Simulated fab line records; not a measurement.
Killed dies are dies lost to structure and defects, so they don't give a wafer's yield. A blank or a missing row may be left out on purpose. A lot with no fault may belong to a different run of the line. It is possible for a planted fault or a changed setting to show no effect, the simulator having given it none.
fab line records || flow sfq_line
record {"lots": 15, "wafers": 45, "last_day": 81}
route steps=325 shown M2@89
lots that met no fault: taken from a fault-free run of the same line
start_h: the number of hours between the record's first day and the start of the first shown wafer of the lot || wait_h: how many hours have passed since the lot's step before this one || " as in the row above || L1.1+2: a row that stands for several wafers || - no value, or no start given || * or withheld: withheld || < > ~ a bound
route shown NAME@n: NAME is a module with steps in the file, n the number in the route of the first one || usual: average and standard deviation across the fault-free wafers || same: alike in all rows || chamber/n: place in a boat || sites: the reading at each site || _std_site: how widely they spread, as a standard deviation || _edge_site: the outer-site mean with the inner-site mean subtracted || radius_mm: how far each site lies from the wafer's centre || mask NAME#n: copy n || behind: the most recent tool/chamber to have shaped the wafer || hold: why the lot was held/for how many hours/how that ended || device: whichever transistor did not switch (one of n, p or np) || end of line: the same wafers' tests at the end of the route || for a step that has no rows: nothing shown but its recipe || killed: at the first sort, the dies lost to defects and structure; wafer yield is something else || map: a wafer's dies, marking killed ones x, the rest . and places with no die _
set.NAME: the setting as run; set.NAME@STEP: as run at that earlier step || model.NAME: the simulator's own value behind a step, which no gauge read
steps of the route over a sample of lots; a table a step, a row a wafer
services: the hour from which a tool's chamber was out of use, counted from the record's first day as start_h (under 0 if before that day), plus the number of hours and why
## steps
# step SFQ_TRILAYER_M2_DEP_SPUTTER_055
# recipe {"material": "Nb", "base_pressure_pa": 1.33e-06, "chamber_pressure_pa": 0.1333, "substrate_temp_c": 20, "resputter_cathode_voltage_v": 400, "target_thk_nm": 200, "power_w": 2000, "time_s": 133.3}
# usual {"throttle_valve_pct": "30.5/1.4"}
{"lot.wafer": "L451.2", "tool": "pvd_sputter-03", "chamber": "-", "start_h": 535.40, "wait_h": 0.0, "throttle_valve_pct": 30.2}
{"lot.wafer": "L451.4", "tool": "pvd_sputter-03", "chamber": "-", "start_h": 535.40, "wait_h": 0.0, "throttle_valve_pct": 28.0}
{"lot.wafer": "L451.6", "tool": "pvd_sputter-03", "chamber": "-", "start_h": 535.40, "wait_h": 0.0, "throttle_valve_pct": 28.3}
{"lot.wafer": "L453.3", "tool": "pvd_sputter-04", "chamber": "-", "start_h": 541.38, "wait_h": 0.0, "throttle_valve_pct": 30.5}
{"lot.wafer": "L453.4", "tool": "pvd_sputter-04", "chamber": "-", "start_h": 541.38, "wait_h": 0.0, "throttle_valve_pct": 31.3}
{"lot.wafer": "L453.5", "tool": "pvd_sputter-04", "chamber": "-", "start_h": 541.38, "wait_h": 0.0, "throttle_valve_pct": 31.8}
{"lot.wafer": "L454.1", "tool": "pvd_sputter-03", "chamber": "-", "start_h": 553.40, "wait_h": 0.0, "throttle_valve_pct": 30.3}
{"lot.wafer": "L454.5", "tool": "pvd_sputter-03", "chamber": "-", "start_h": 553.40, "wait_h": 0.0, "throttle_valve_pct": 30.8}
{"lot.wafer": "L454.6", "tool": "pvd_sputter-03", "chamber": "-", "start_h": 553.40, "wait_h": 0.0, "throttle_valve_pct": 32.3}
{"lot.wafer": "L457.3", "tool": "pvd_sputter-04", "chamber": "-", "start_h": 576.24, "wait_h": 0.0, "throttle_valve_pct": 30.3}
{"lot.wafer": "L457.4", "tool": "pvd_sputter-04", "chamber": "-", "start_h": 576.24, "wait_h": 0.0, "throttle_valve_pct": 31.0}
{"lot.wafer": "L457.5", "tool": "pvd_sputter-04", "chamber": "-", "start_h": 576.24, "wait_h": 0.0, "throttle_valve_pct": 30.3}
{"lot.wafer": "L457.3", "tool": "pvd_sputter-04", "chamber": "-", "start_h": 576.50, "wait_h": 0.2, "throttle_valve_pct": 30.4}
{"lot.wafer": "L457.4", "tool": "pvd_sputter-04", "chamber": "-", "start_h": 576.50, "wait_h": 0.2, "throttle_valve_pct": 31.2}
{"lot.wafer": "L457.5", "tool": "pvd_sputter-04", "chamber": "-", "start_h": 576.50, "wait_h": 0.2, "throttle_valve_pct": 30.3}
{"lot.wafer": "L458.1", "tool": "pvd_sputter-05", "chamber": "-", "start_h": 582.24, "wait_h": 0.0, "throttle_valve_pct": 28.9}
{"lot.wafer": "L458.3", "tool": "pvd_sputter-05", "chamber": "-", "start_h": 582.24, "wait_h": 0.0, "throttle_valve_pct": 29.9}
{"lot.wafer": "L458.6", "tool": "pvd_sputter-05", "chamber": "-", "start_h": 582.24, "wait_h": 0.0, "throttle_valve_pct": 29.8}
{"lot.wafer": "L459.1", "tool": "pvd_sputter-04", "chamber": "-", "start_h": 585.13, "wait_h": 0.0, "throttle_valve_pct": 30.2}
{"lot.wafer": "L459.2", "tool": "pvd_sputter-04", "chamber": "-", "start_h": 585.13, "wait_h": 0.0, "throttle_valve_pct": 31.8}
{"lot.wafer": "L459.4", "tool": "pvd_sputter-04", "chamber": "-", "start_h": 585.13, "wait_h": 0.0, "throttle_valve_pct": 31.5}
{"lot.wafer": "L460.1", "tool": "pvd_sputter-05", "chamber": "-", "start_h": 588.71, "wait_h": 0.0, "throttle_valve_pct": 28.7}
{"lot.wafer": "L460.3", "tool": "pvd_sputter-05", "chamber": "-", "start_h": 588.71, "wait_h": 0.0, "throttle_valve_pct": 30.0}
{"lot.wafer": "L460.5", "tool": "pvd_sputter-05", "chamber": "-", "start_h": 588.71, "wait_h": 0.0, "throttle_valve_pct": 30.3}
{"lot.wafer": "L460.1", "tool": "pvd_sputter-05", "chamber": "-", "start_h": 588.97, "wait_h": 0.2, "throttle_valve_pct": 29.0}
{"lot.wafer": "L460.3", "tool": "pvd_sputter-05", "chamber": "-", "start_h": 588.97, "wait_h": 0.2, "throttle_valve_pct": 30.2}
{"lot.wafer": "L460.5", "tool": "pvd_sputter-05", "chamber": "-", "start_h": 588.97, "wait_h": 0.2, "throttle_valve_pct": 29.9}
{"lot.wafer": "L461.1", "tool": "pvd_sputter-04", "chamber": "-", "start_h": 589.93, "wait_h": 0.0, "throttle_valve_pct": 31.8}
{"lot.wafer": "L461.3", "tool": "pvd_sputter-04", "chamber": "-", "start_h": 589.93, "wait_h": 0.0, "throttle_valve_pct": 31.2}
{"lot.wafer": "L461.4", "tool": "pvd_sputter-04", "chamber": "-", "start_h": 589.93, "wait_h": 0.0, "throttle_valve_pct": 30.3}
{"lot.wafer": "L462.1", "tool": "pvd_sputter-03", "chamber": "-", "start_h": 593.51, "wait_h": 0.0, "throttle_valve_pct": 28.0}
{"lot.wafer": "L462.4", "tool": "pvd_sputter-03", "chamber": "-", "start_h": 593.51, "wait_h": 0.0, "throttle_valve_pct": 30.6}
{"lot.wafer": "L462.5", "tool": "pvd_sputter-03", "chamber": "-", "start_h": 593.51, "wait_h": 0.0, "throttle_valve_pct": 32.5}
{"lot.wafer": "L463.2", "tool": "pvd_sputter-05", "chamber": "-", "start_h": 598.33, "wait_h": 0.0, "throttle_valve_pct": 30.0}
{"lot.wafer": "L463.3", "tool": "pvd_sputter-05", "chamber": "-", "start_h": 598.33, "wait_h": 0.0, "throttle_valve_pct": 29.0}
{"lot.wafer": "L463.6", "tool": "pvd_sputter-05", "chamber": "-", "start_h": 598.33, "wait_h": 0.0, "throttle_valve_pct": 29.8}
{"lot.wafer": "L464.1", "tool": "pvd_sputter-04", "chamber": "-", "start_h": 600.73, "wait_h": 0.0, "throttle_valve_pct": 31.3}
{"lot.wafer": "L464.3", "tool": "pvd_sputter-04", "chamber": "-", "start_h": 600.73, "wait_h": 0.0, "throttle_valve_pct": 31.4}
{"lot.wafer": "L464.4", "tool": "pvd_sputter-04", "chamber": "-", "start_h": 600.73, "wait_h": 0.0, "throttle_valve_pct": 30.5}
{"lot.wafer": "L464.1", "tool": "pvd_sputter-04", "chamber": "-", "start_h": 600.98, "wait_h": 0.2, "throttle_valve_pct": 31.1}
{"lot.wafer": "L464.3", "tool": "pvd_sputter-04", "chamber": "-", "start_h": 600.98, "wait_h": 0.2, "throttle_valve_pct": 31.2}
{"lot.wafer": "L464.4", "tool": "pvd_sputter-04", "chamber": "-", "start_h": 600.98, "wait_h": 0.2, "throttle_valve_pct": 30.1}
{"lot.wafer": "L467.2", "tool": "pvd_sputter-04", "chamber": "-", "start_h": 605.51, "wait_h": 0.0, "throttle_valve_pct": 31.4}
{"lot.wafer": "L467.5", "tool": "pvd_sputter-04", "chamber": "-", "start_h": 605.51, "wait_h": 0.0, "throttle_valve_pct": 31.1}
{"lot.wafer": "L467.6", "tool": "pvd_sputter-04", "chamber": "-", "start_h": 605.51, "wait_h": 0.0, "throttle_valve_pct": 31.3}
{"lot.wafer": "L469.1", "tool": "pvd_sputter-05", "chamber": "-", "start_h": 607.93, "wait_h": 0.0, "throttle_valve_pct": 30.1}
{"lot.wafer": "L469.3", "tool": "pvd_sputter-05", "chamber": "-", "start_h": 607.93, "wait_h": 0.0, "throttle_valve_pct": 29.0}
{"lot.wafer": "L469.5", "tool": "pvd_sputter-05", "chamber": "-", "start_h": 607.93, "wait_h": 0.0, "throttle_valve_pct": 29.9}
{"lot.wafer": "L472.1", "tool": "pvd_sputter-05", "chamber": "-", "start_h": 611.51, "wait_h": 0.0, "throttle_valve_pct": 29.8}
{"lot.wafer": "L472.2", "tool": "pvd_sputter-05", "chamber": "-", "start_h": 611.51, "wait_h": 0.0, "throttle_valve_pct": 32.6}
{"lot.wafer": "L472.3", "tool": "pvd_sputter-05", "chamber": "-", "start_h": 611.51, "wait_h": 0.0, "throttle_valve_pct": 30.1}
{"lot.wafer": "L473.1", "tool": "pvd_sputter-04", "chamber": "-", "start_h": 612.73, "wait_h": 0.0, "throttle_valve_pct": 31.2}
{"lot.wafer": "L473.4", "tool": "pvd_sputter-04", "chamber": "-", "start_h": 612.73, "wait_h": 0.0, "throttle_valve_pct": 31.5}
{"lot.wafer": "L473.5", "tool": "pvd_sputter-04", "chamber": "-", "start_h": 612.73, "wait_h": 0.0, "throttle_valve_pct": 30.2}
# step SFQ_M2_RS_MEAS_914
# recipe {"thk_meas_gauge": "four-point-probe", "reads": "Nb_of_TRILAYER_M2_DEP_SPUTTER_055"}
# usual {"M2_NB_RS": "0.898/0.0089"}
{"lot.wafer": "L451.2", "tool": "film_metro-04", "chamber": "-", "start_h": 535.51, "wait_h": 0.1, "M2_NB_RS[ohm/sq]": 0.911}
{"lot.wafer": "L451.4", "tool": "film_metro-04", "chamber": "-", "start_h": 535.51, "wait_h": 0.1, "M2_NB_RS[ohm/sq]": 0.919}
{"lot.wafer": "L451.6", "tool": "film_metro-04", "chamber": "-", "start_h": 535.51, "wait_h": 0.1, "M2_NB_RS[ohm/sq]": 0.909}
{"lot.wafer": "L453.3", "tool": "film_metro-03", "chamber": "-", "start_h": 541.51, "wait_h": 0.1, "M2_NB_RS[ohm/sq]": 0.867}
{"lot.wafer": "L453.4", "tool": "film_metro-03", "chamber": "-", "start_h": 541.51, "wait_h": 0.1, "M2_NB_RS[ohm/sq]": 0.893}
{"lot.wafer": "L453.5", "tool": "film_metro-03", "chamber": "-", "start_h": 541.51, "wait_h": 0.1, "M2_NB_RS[ohm/sq]": 0.887}
{"lot.wafer": "L454.1", "tool": "film_metro-02", "chamber": "-", "start_h": 553.49, "wait_h": 0.0, "M2_NB_RS[ohm/sq]": 0.911}
{"lot.wafer": "L454.5", "tool": "film_metro-02", "chamber": "-", "start_h": 553.49, "wait_h": 0.0, "M2_NB_RS[ohm/sq]": 0.914}
{"lot.wafer": "L454.6", "tool": "film_metro-02", "chamber": "-", "start_h": 553.49, "wait_h": 0.0, "M2_NB_RS[ohm/sq]": 0.906}
{"lot.wafer": "L457.3", "tool": "film_metro-02", "chamber": "-", "start_h": 576.63, "wait_h": 0.1, "M2_NB_RS[ohm/sq]": 0.436}
{"lot.wafer": "L457.4", "tool": "film_metro-02", "chamber": "-", "start_h": 576.63, "wait_h": 0.1, "M2_NB_RS[ohm/sq]": 0.443}
{"lot.wafer": "L457.5", "tool": "film_metro-02", "chamber": "-", "start_h": 576.63, "wait_h": 0.1, "M2_NB_RS[ohm/sq]": 0.436}
{"lot.wafer": "L458.1", "tool": "film_metro-02", "chamber": "-", "start_h": 582.33, "wait_h": 0.0, "M2_NB_RS[ohm/sq]": 0.892}
{"lot.wafer": "L458.3", "tool": "film_metro-02", "chamber": "-", "start_h": 582.33, "wait_h": 0.0, "M2_NB_RS[ohm/sq]": 0.899}
{"lot.wafer": "L458.6", "tool": "film_metro-02", "chamber": "-", "start_h": 582.33, "wait_h": 0.0, "M2_NB_RS[ohm/sq]": 0.897}
{"lot.wafer": "L459.1", "tool": "film_metro-03", "chamber": "-", "start_h": 585.22, "wait_h": 0.0, "M2_NB_RS[ohm/sq]": 0.883}
{"lot.wafer": "L459.2", "tool": "film_metro-03", "chamber": "-", "start_h": 585.22, "wait_h": 0.0, "M2_NB_RS[ohm/sq]": 0.890}
{"lot.wafer": "L459.4", "tool": "film_metro-03", "chamber": "-", "start_h": 585.22, "wait_h": 0.0, "M2_NB_RS[ohm/sq]": 0.897}
{"lot.wafer": "L460.1", "tool": "film_metro-02", "chamber": "-", "start_h": 589.06, "wait_h": 0.0, "M2_NB_RS[ohm/sq]": 0.444}
{"lot.wafer": "L460.3", "tool": "film_metro-02", "chamber": "-", "start_h": 589.06, "wait_h": 0.0, "M2_NB_RS[ohm/sq]": 0.446}
{"lot.wafer": "L460.5", "tool": "film_metro-02", "chamber": "-", "start_h": 589.06, "wait_h": 0.0, "M2_NB_RS[ohm/sq]": 0.446}
{"lot.wafer": "L461.1", "tool": "film_metro-03", "chamber": "-", "start_h": 590.02, "wait_h": 0.0, "M2_NB_RS[ohm/sq]": 0.908}
{"lot.wafer": "L461.3", "tool": "film_metro-03", "chamber": "-", "start_h": 590.02, "wait_h": 0.0, "M2_NB_RS[ohm/sq]": 0.907}
{"lot.wafer": "L461.4", "tool": "film_metro-03", "chamber": "-", "start_h": 590.02, "wait_h": 0.0, "M2_NB_RS[ohm/sq]": 0.895}
{"lot.wafer": "L462.1", "tool": "film_metro-02", "chamber": "-", "start_h": 593.60, "wait_h": 0.0, "M2_NB_RS[ohm/sq]": 0.902}
{"lot.wafer": "L462.4", "tool": "film_metro-02", "chamber": "-", "start_h": 593.60, "wait_h": 0.0, "M2_NB_RS[ohm/sq]": 0.910}
{"lot.wafer": "L462.5", "tool": "film_metro-02", "chamber": "-", "start_h": 593.60, "wait_h": 0.0, "M2_NB_RS[ohm/sq]": 0.899}
{"lot.wafer": "L463.2", "tool": "film_metro-03", "chamber": "-", "start_h": 598.44, "wait_h": 0.1, "M2_NB_RS[ohm/sq]": 0.900}
{"lot.wafer": "L463.3", "tool": "film_metro-03", "chamber": "-", "start_h": 598.44, "wait_h": 0.1, "M2_NB_RS[ohm/sq]": 0.905}
{"lot.wafer": "L463.6", "tool": "film_metro-03", "chamber": "-", "start_h": 598.44, "wait_h": 0.1, "M2_NB_RS[ohm/sq]": 0.909}
{"lot.wafer": "L464.1", "tool": "film_metro-02", "chamber": "-", "start_h": 601.07, "wait_h": 0.0, "M2_NB_RS[ohm/sq]": 0.452}
{"lot.wafer": "L464.3", "tool": "film_metro-02", "chamber": "-", "start_h": 601.07, "wait_h": 0.0, "M2_NB_RS[ohm/sq]": 0.453}
{"lot.wafer": "L464.4", "tool": "film_metro-02", "chamber": "-", "start_h": 601.07, "wait_h": 0.0, "M2_NB_RS[ohm/sq]": 0.445}
{"lot.wafer": "L467.2", "tool": "film_metro-04", "chamber": "-", "start_h": 605.62, "wait_h": 0.1, "M2_NB_RS[ohm/sq]": 0.900}
{"lot.wafer": "L467.5", "tool": "film_metro-04", "chamber": "-", "start_h": 605.62, "wait_h": 0.1, "M2_NB_RS[ohm/sq]": 0.896}
{"lot.wafer": "L467.6", "tool": "film_metro-04", "chamber": "-", "start_h": 605.62, "wait_h": 0.1, "M2_NB_RS[ohm/sq]": 0.902}
{"lot.wafer": "L469.1", "tool": "film_metro-02", "chamber": "-", "start_h": 608.02, "wait_h": 0.0, "M2_NB_RS[ohm/sq]": 0.902}
{"lot.wafer": "L469.3", "tool": "film_metro-02", "chamber": "-", "start_h": 608.02, "wait_h": 0.0, "M2_NB_RS[ohm/sq]": 0.894}
{"lot.wafer": "L469.5", "tool": "film_metro-02", "chamber": "-", "start_h": 608.02, "wait_h": 0.0, "M2_NB_RS[ohm/sq]": 0.911}
{"lot.wafer": "L472.1", "tool": "film_metro-03", "chamber": "-", "start_h": 611.60, "wait_h": 0.0, "M2_NB_RS[ohm/sq]": 0.902}
{"lot.wafer": "L472.2", "tool": "film_metro-03", "chamber": "-", "start_h": 611.60, "wait_h": 0.0, "M2_NB_RS[ohm/sq]": 0.904}
{"lot.wafer": "L472.3", "tool": "film_metro-03", "chamber": "-", "start_h": 611.60, "wait_h": 0.0, "M2_NB_RS[ohm/sq]": 0.900}
{"lot.wafer": "L473.1", "tool": "film_metro-02", "chamber": "-", "start_h": 612.82, "wait_h": 0.0, "M2_NB_RS[ohm/sq]": 0.904}
{"lot.wafer": "L473.4", "tool": "film_metro-02", "chamber": "-", "start_h": 612.82, "wait_h": 0.0, "M2_NB_RS[ohm/sq]": 0.907}
{"lot.wafer": "L473.5", "tool": "film_metro-02", "chamber": "-", "start_h": 612.82, "wait_h": 0.0, "M2_NB_RS[ohm/sq]": 0.888}
# step SFQ_TRILAYER_M2_ETCH_METAL_ETCH_060
# recipe {"target": "Nb", "stop_on": "SiO2", "mask_material": "PR", "chemistry": "Cl2/Ar", "target_depth_nm": 240, "icp_w": 600, "bias_w": 80, "pressure_mtorr": 10, "time_s": 120}
# usual {"drypump_motor_current_A": "5.92/0.29", "oes_product_au": "0.888/0.0069"}
{"lot.wafer": "L451.2", "tool": "rie_metal-03", "chamber": 1, "start_h": 538.12, "wait_h": 0.1, "drypump_motor_current_A": 6.29, "oes_product_au": 0.878, "rf_hours_counter_h": "-"}
{"lot.wafer": "L451.4", "tool": "rie_metal-03", "chamber": 1, "start_h": 538.12, "wait_h": 0.1, "drypump_motor_current_A": 6.30, "oes_product_au": 0.878, "rf_hours_counter_h": "-"}
{"lot.wafer": "L451.6", "tool": "rie_metal-03", "chamber": 1, "start_h": 538.12, "wait_h": 0.1, "drypump_motor_current_A": 6.29, "oes_product_au": 0.886, "rf_hours_counter_h": "-"}
{"lot.wafer": "L453.3", "tool": "rie_metal-01", "chamber": 0, "start_h": 545.26, "wait_h": 0.1, "drypump_motor_current_A": 5.76, "oes_product_au": 0.909, "rf_hours_counter_h": "-"}
{"lot.wafer": "L453.4", "tool": "rie_metal-01", "chamber": 1, "start_h": 545.26, "wait_h": 0.1, "drypump_motor_current_A": 5.71, "oes_product_au": 0.888, "rf_hours_counter_h": "-"}
{"lot.wafer": "L453.5", "tool": "rie_metal-01", "chamber": 0, "start_h": 545.26, "wait_h": 0.1, "drypump_motor_current_A": 5.72, "oes_product_au": 0.888, "rf_hours_counter_h": "-"}
{"lot.wafer": "L454.1", "tool": "rie_metal-01", "chamber": 0, "start_h": 693.92, "wait_h": 0.0, "drypump_motor_current_A": 5.83, "oes_product_au": 0.873, "rf_hours_counter_h": 119}
{"lot.wafer": "L454.5", "tool": "rie_metal-01", "chamber": 0, "start_h": 693.92, "wait_h": 0.0, "drypump_motor_current_A": 5.82, "oes_product_au": 0.890, "rf_hours_counter_h": "-"}
{"lot.wafer": "L454.6", "tool": "rie_metal-01", "chamber": 1, "start_h": 693.92, "wait_h": 0.0, "drypump_motor_current_A": 5.78, "oes_product_au": 0.882, "rf_hours_counter_h": "-"}
{"lot.wafer": "L457.3", "tool": "rie_metal-01", "chamber": 1, "start_h": 714.36, "wait_h": 0.1, "drypump_motor_current_A": 5.73, "oes_product_au": 0.993, "rf_hours_counter_h": "-"}
{"lot.wafer": "L457.4", "tool": "rie_metal-01", "chamber": 0, "start_h": 714.36, "wait_h": 0.1, "drypump_motor_current_A": 5.80, "oes_product_au": 0.991, "rf_hours_counter_h": "-"}
{"lot.wafer": "L457.5", "tool": "rie_metal-01", "chamber": 1, "start_h": 714.36, "wait_h": 0.1, "drypump_motor_current_A": 5.71, "oes_product_au": 0.994, "rf_hours_counter_h": "-"}
{"lot.wafer": "L458.1", "tool": "rie_metal-04", "chamber": 1, "start_h": 717.92, "wait_h": 0.0, "drypump_motor_current_A": 5.72, "oes_product_au": 0.886, "rf_hours_counter_h": 112}
{"lot.wafer": "L458.3", "tool": "rie_metal-04", "chamber": 0, "start_h": 717.92, "wait_h": 0.0, "drypump_motor_current_A": 6.33, "oes_product_au": 0.898, "rf_hours_counter_h": "-"}
{"lot.wafer": "L458.6", "tool": "rie_metal-04", "chamber": 1, "start_h": 717.92, "wait_h": 0.0, "drypump_motor_current_A": 5.72, "oes_product_au": 0.895, "rf_hours_counter_h": "-"}
{"lot.wafer": "L459.1", "tool": "rie_metal-01", "chamber": 0, "start_h": 721.52, "wait_h": 0.0, "drypump_motor_current_A": 5.82, "oes_product_au": 0.901, "rf_hours_counter_h": 124}
{"lot.wafer": "L459.2", "tool": "rie_metal-01", "chamber": 1, "start_h": 721.52, "wait_h": 0.0, "drypump_motor_current_A": 5.76, "oes_product_au": 0.892, "rf_hours_counter_h": 161}
{"lot.wafer": "L459.4", "tool": "rie_metal-01", "chamber": 1, "start_h": 721.52, "wait_h": 0.0, "drypump_motor_current_A": 5.75, "oes_product_au": 0.892, "rf_hours_counter_h": "-"}
{"lot.wafer": "L460.1", "tool": "rie_metal-03", "chamber": 0, "start_h": 727.52, "wait_h": 0.0, "drypump_motor_current_A": 5.56, "oes_product_au": 0.996, "rf_hours_counter_h": 127}
{"lot.wafer": "L460.3", "tool": "rie_metal-03", "chamber": 0, "start_h": 727.52, "wait_h": 0.0, "drypump_motor_current_A": 5.56, "oes_product_au": 0.995, "rf_hours_counter_h": "-"}
{"lot.wafer": "L460.5", "tool": "rie_metal-03", "chamber": 0, "start_h": 727.52, "wait_h": 0.0, "drypump_motor_current_A": 5.55, "oes_product_au": 1.000, "rf_hours_counter_h": "-"}
{"lot.wafer": "L461.1", "tool": "rie_metal-04", "chamber": 1, "start_h": 728.72, "wait_h": 0.0, "drypump_motor_current_A": 5.71, "oes_product_au": 0.881, "rf_hours_counter_h": 115}
{"lot.wafer": "L461.3", "tool": "rie_metal-04", "chamber": 0, "start_h": 728.72, "wait_h": 0.0, "drypump_motor_current_A": 6.32, "oes_product_au": 0.873, "rf_hours_counter_h": "-"}
{"lot.wafer": "L461.4", "tool": "rie_metal-04", "chamber": 1, "start_h": 728.72, "wait_h": 0.0, "drypump_motor_current_A": 5.71, "oes_product_au": 0.893, "rf_hours_counter_h": "-"}
{"lot.wafer": "L462.1", "tool": "rie_metal-01", "chamber": 1, "start_h": 732.32, "wait_h": 0.0, "drypump_motor_current_A": 5.73, "oes_product_au": 0.884, "rf_hours_counter_h": 163}
{"lot.wafer": "L462.4", "tool": "rie_metal-01", "chamber": 0, "start_h": 732.32, "wait_h": 0.0, "drypump_motor_current_A": 5.74, "oes_product_au": 0.882, "rf_hours_counter_h": "-"}
{"lot.wafer": "L462.5", "tool": "rie_metal-01", "chamber": 1, "start_h": 732.32, "wait_h": 0.0, "drypump_motor_current_A": 5.74, "oes_product_au": 0.888, "rf_hours_counter_h": "-"}
{"lot.wafer": "L463.2", "tool": "rie_metal-01", "chamber": 1, "start_h": 736.96, "wait_h": 0.0, "drypump_motor_current_A": 5.73, "oes_product_au": 0.885, "rf_hours_counter_h": 163}
{"lot.wafer": "L463.3", "tool": "rie_metal-01", "chamber": 1, "start_h": 736.96, "wait_h": 0.0, "drypump_motor_current_A": 5.74, "oes_product_au": 0.887, "rf_hours_counter_h": "-"}
{"lot.wafer": "L463.6", "tool": "rie_metal-01", "chamber": 1, "start_h": 736.96, "wait_h": 0.0, "drypump_motor_current_A": 5.73, "oes_product_au": 0.886, "rf_hours_counter_h": "-"}
{"lot.wafer": "L464.1", "tool": "rie_metal-04", "chamber": 1, "start_h": 738.16, "wait_h": 0.0, "drypump_motor_current_A": 5.71, "oes_product_au": 1.009, "rf_hours_counter_h": 116}
{"lot.wafer": "L464.3", "tool": "rie_metal-04", "chamber": 1, "start_h": 738.16, "wait_h": 0.0, "drypump_motor_current_A": 5.69, "oes_product_au": 1.013, "rf_hours_counter_h": "-"}
{"lot.wafer": "L464.4", "tool": "rie_metal-04", "chamber": 0, "start_h": 738.16, "wait_h": 0.0, "drypump_motor_current_A": 6.34, "oes_product_au": 1.011, "rf_hours_counter_h": "-"}
{"lot.wafer": "L467.2", "tool": "rie_metal-04", "chamber": 0, "start_h": 745.64, "wait_h": 0.0, "drypump_motor_current_A": 6.33, "oes_product_au": 0.890, "rf_hours_counter_h": 18}
{"lot.wafer": "L467.5", "tool": "rie_metal-04", "chamber": 1, "start_h": 745.64, "wait_h": 0.0, "drypump_motor_current_A": 5.74, "oes_product_au": 0.887, "rf_hours_counter_h": "-"}
{"lot.wafer": "L467.6", "tool": "rie_metal-04", "chamber": 0, "start_h": 745.64, "wait_h": 0.0, "drypump_motor_current_A": 6.32, "oes_product_au": 0.895, "rf_hours_counter_h": "-"}
{"lot.wafer": "L469.1", "tool": "rie_metal-01", "chamber": 0, "start_h": 748.04, "wait_h": 0.0, "drypump_motor_current_A": 5.82, "oes_product_au": 0.884, "rf_hours_counter_h": 129}
{"lot.wafer": "L469.3", "tool": "rie_metal-01", "chamber": 1, "start_h": 748.04, "wait_h": 0.0, "drypump_motor_current_A": 5.76, "oes_product_au": 0.889, "rf_hours_counter_h": "-"}
{"lot.wafer": "L469.5", "tool": "rie_metal-01", "chamber": 1, "start_h": 748.04, "wait_h": 0.0, "drypump_motor_current_A": 5.74, "oes_product_au": 0.882, "rf_hours_counter_h": "-"}
{"lot.wafer": "L472.1", "tool": "rie_metal-04", "chamber": 0, "start_h": 752.84, "wait_h": 0.0, "drypump_motor_current_A": 6.33, "oes_product_au": 0.882, "rf_hours_counter_h": 19}
{"lot.wafer": "L472.2", "tool": "rie_metal-04", "chamber": 1, "start_h": 752.84, "wait_h": 0.0, "drypump_motor_current_A": 5.71, "oes_product_au": 0.881, "rf_hours_counter_h": 118}
{"lot.wafer": "L472.3", "tool": "rie_metal-04", "chamber": 0, "start_h": 752.84, "wait_h": 0.0, "drypump_motor_current_A": 6.32, "oes_product_au": 0.878, "rf_hours_counter_h": "-"}
{"lot.wafer": "L473.1", "tool": "rie_metal-03", "chamber": 1, "start_h": 754.04, "wait_h": 0.0, "drypump_motor_current_A": 6.27, "oes_product_au": 0.889, "rf_hours_counter_h": 97}
{"lot.wafer": "L473.4", "tool": "rie_metal-03", "chamber": 0, "start_h": 754.04, "wait_h": 0.0, "drypump_motor_current_A": 5.56, "oes_product_au": 0.891, "rf_hours_counter_h": "-"}
{"lot.wafer": "L473.5", "tool": "rie_metal-03", "chamber": 1, "start_h": 754.04, "wait_h": 0.0, "drypump_motor_current_A": 6.27, "oes_product_au": 0.895, "rf_hours_counter_h": "-"}
## services
{"tool": "pvd_sputter-04", "chamber": "-", "start_h": 512.02, "hours": 1.8, "kind": "repair"}
{"tool": "pvd_sputter-04", "chamber": 1, "start_h": 518.75, "hours": "-", "kind": "consumable_replace:kit"}
{"tool": "pvd_sputter-04", "chamber": 1, "start_h": 518.75, "hours": 18.0, "kind": "scheduled_down"}
{"tool": "pvd_sputter-04", "chamber": 1, "start_h": 518.75, "hours": 18.0, "kind": "vent_cycle"}
{"tool": "rie_metal-03", "chamber": 1, "start_h": 531.38, "hours": 1.5, "kind": "repair"}
{"tool": "rie_metal-01", "chamber": "-", "start_h": 533.91, "hours": 2.8, "kind": "pm"}
{"tool": "pvd_sputter-05", "chamber": "-", "start_h": 547.27, "hours": 9.0, "kind": "repair"}
{"tool": "rie_metal-01", "chamber": "-", "start_h": 572.83, "hours": 2.1, "kind": "repair"}
{"tool": "rie_metal-04", "chamber": 0, "start_h": 585.07, "hours": 8.9, "kind": "repair"}
{"tool": "pvd_sputter-04", "chamber": "-", "start_h": 586.40, "hours": 1.9, "kind": "repair"}
{"tool": "rie_metal-04", "chamber": 0, "start_h": 593.99, "hours": "-", "kind": "clean"}
{"tool": "rie_metal-04", "chamber": 0, "start_h": 593.99, "hours": 35.8, "kind": "scheduled_down"}
{"tool": "rie_metal-04", "chamber": 0, "start_h": 593.99, "hours": 35.8, "kind": "vent_cycle"}
{"tool": "rie_metal-04", "chamber": "-", "start_h": 603.92, "hours": 14.6, "kind": "pm"}
{"tool": "pvd_sputter-04", "chamber": "-", "start_h": 631.97, "hours": 10.0, "kind": "repair"}
{"tool": "rie_metal-01", "chamber": "-", "start_h": 652.68, "hours": 4.0, "kind": "pm"}
{"tool": "rie_metal-04", "chamber": "-", "start_h": 670.93, "hours": 1.4, "kind": "pm"}
{"tool": "rie_metal-01", "chamber": 0, "start_h": 679.05, "hours": 3.2, "kind": "repair"}
{"tool": "pvd_sputter-05", "chamber": 0, "start_h": 686.13, "hours": "-", "kind": "consumable_replace:kit"}
{"tool": "pvd_sputter-05", "chamber": 0, "start_h": 686.13, "hours": 18.0, "kind": "scheduled_down"}
{"tool": "pvd_sputter-05", "chamber": 0, "start_h": 686.13, "hours": 18.0, "kind": "vent_cycle"}
{"tool": "rie_metal-03", "chamber": 1, "start_h": 718.17, "hours": 6.1, "kind": "repair"}
## key
first_sign {"step": "SFQ_TRILAYER_M2_DEP_SPUTTER_055", "reading": "visit", "direction": "added"}
effect {"step": "SFQ_M2_RS_MEAS_914", "reading": "M2_NB_RS", "direction": "down", "sigmas": 51, "usual": 0.898, "struck": 0.445}
effect {"step": "SFQ_TRILAYER_M2_ETCH_METAL_ETCH_060", "reading": "oes_product_au", "direction": "up", "sigmas": 16, "usual": 0.888, "struck": 1.000}
met_at SFQ_TRILAYER_M2_DEP_SPUTTER_055
struck_lots L457,L460,L464
fault {"kind": "repeated_step_whole", "tool": "pvd_sputter-03,pvd_sputter-04,pvd_sputter-05", "chamber": "-", "onset_h": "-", "steps": "SFQ_TRILAYER_M2_DEP_SPUTTER_055", "times": 1, "scope": "struck_lots_only"}
